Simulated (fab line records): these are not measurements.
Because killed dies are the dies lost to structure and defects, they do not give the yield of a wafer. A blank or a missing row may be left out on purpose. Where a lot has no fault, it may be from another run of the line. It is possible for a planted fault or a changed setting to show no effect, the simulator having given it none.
Which tool was responsible? + flow gf180mcu + 18 wafers from 6 lots sampled at 2 of the route's 602 steps

## WHAT THE GAUGES SHOWED, per wafer
GF_LVPWELL_TW_MEAS_11.
| lot  | measured    | on            | LVPWELL_TW  |
|------|-------------|---------------|-------------|
| L983 | day 4 09:50 | film metro-01 | 556 556 558 |
| L988 | day 5 13:47 | film metro-03 | 560 565 560 |
| L991 | day 6 06:05 | film metro-01 | 552 553 551 |
| L995 | day 7 04:06 | film metro-01 | 533 531 532 |
| L102 | day 8 18:47 | film metro-01 | 556 555 554 |
| L104 | day 9 05:20 | film metro-02 | 557 554 559 |

## TOOL THAT RAN EACH LOT (tool first, then ch and the chambers of the sampled wafers, then the start)
| lot  | GF_LVPWELL_IMPLANT_09          |
|------|--------------------------------|
| L983 | implanter-01 ch 0, day 4 09:37 |
| L988 | implanter-02 ch 0, day 5 13:33 |
| L991 | implanter-04 ch 0, day 6 05:50 |
| L995 | implanter-04 ch 0, day 7 03:51 |
| L102 | implanter-01 ch 0, day 8 18:33 |
| L104 | implanter-01 ch 0, day 9 05:05 |
- GF_LVPWELL_IMPLANT_09

## THE ANSWER, worked out from the rows above alone
Rule: the lots themselves supply what counts as usual. The widest of any qualifying gaps counts: lots, ordered by their means at a reading, are off when they make up no more than a third of the lots, leave a main group of 4 or more, and stand apart from it by 3 or more times the standard deviation of that group's means. A main group is skipped when, at the precision printed for the reading in the tables above, its means are all equal. A lot without any number at a reading at which 4 lots or more have one is off too. The other lots that the step has rows for count as sound.
Off: L995, at GF_LVPWELL_TW_MEAS_11 (LVPWELL_TW). Mean 556 and standard deviation 3.1 in the main group.
If a tool, at a process step before that reading, ran all the lots that are off and no sound lot after the first of them, it fits. Gauges at GF_LVPWELL_TW_MEAS_11: tried the same way as those tools. One fits: implanter-04 at GF_LVPWELL_IMPLANT_09. Its last sound lot is L991 (day 6 05:50), its first lot that is off L995 (day 7 03:51): a fault that began between those two fits.

## WHAT THE SIMULATOR HAD INSERTED
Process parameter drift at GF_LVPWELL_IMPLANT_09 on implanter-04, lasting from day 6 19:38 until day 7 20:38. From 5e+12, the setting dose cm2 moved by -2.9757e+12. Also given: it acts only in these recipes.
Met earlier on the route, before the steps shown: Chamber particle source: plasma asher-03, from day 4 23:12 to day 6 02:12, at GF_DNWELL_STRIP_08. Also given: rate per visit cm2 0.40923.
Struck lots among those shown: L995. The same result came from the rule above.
